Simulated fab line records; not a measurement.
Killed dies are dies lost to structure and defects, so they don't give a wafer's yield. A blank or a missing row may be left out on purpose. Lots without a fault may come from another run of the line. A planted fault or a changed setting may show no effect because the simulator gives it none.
Which tool did it? :: flow sky130 :: route of 708 steps, sampled at 1 step: 7 lots, 21 wafers

== WHAT THE GAUGES SHOWED, per wafer ==
SKY_SPACER_THK_MEAS_01.
lot: L450
measured: day 23 13:34
on: film metro-01
SPACER_CVD_00_THK (nm): 43.2 43.0 42.9

lot: L454
measured: day 24 20:47
on: film metro-01
SPACER_CVD_00_THK (nm): 42.9 43.1 43.5

lot: L456
measured: day 25 19:22
on: film metro-01
SPACER_CVD_00_THK (nm): 42.7 43.2 43.2

lot: L459
measured: day 26 14:04
on: film metro-04
SPACER_CVD_00_THK (nm): 43.5 43.3 43.5

lot: L460
measured: day 27 07:14
on: film metro-01
SPACER_CVD_00_THK (nm): 43.8 43.4 43.7

lot: L463
measured: day 28 02:55
on: film metro-03
SPACER_CVD_00_THK (nm): 43.3 43.6 43.3

lot: L472
measured: day 31 11:22
on: film metro-04
SPACER_CVD_00_THK (nm): 43.6 43.2 43.5

== WHAT TOOL EACH LOT RAN ON (gives the tool, then ch and the chambers of the sampled wafers, and finally the start) ==
The record shows no process step preceding these readings.

== THE ANSWER, worked out from the rows above alone ==
Rule: usual is defined by the lots themselves. The widest of any qualifying gaps counts: lots, ordered by their means at a reading, are off when they make up no more than a third of the lots, leave a main group of 4 or more, and stand apart from it by 3 or more times the standard deviation of that group's means. Not used: any main group whose means are identical at the precision the tables above print for the reading. A lot without any number at a reading at which 4 lots or more have one is off too. Any other lot the step has rows for is counted as sound.
No lot is off at any reading shown: from this, nothing can be told.

== WHAT HAD BEEN PUT IN BY THE SIMULATOR ==
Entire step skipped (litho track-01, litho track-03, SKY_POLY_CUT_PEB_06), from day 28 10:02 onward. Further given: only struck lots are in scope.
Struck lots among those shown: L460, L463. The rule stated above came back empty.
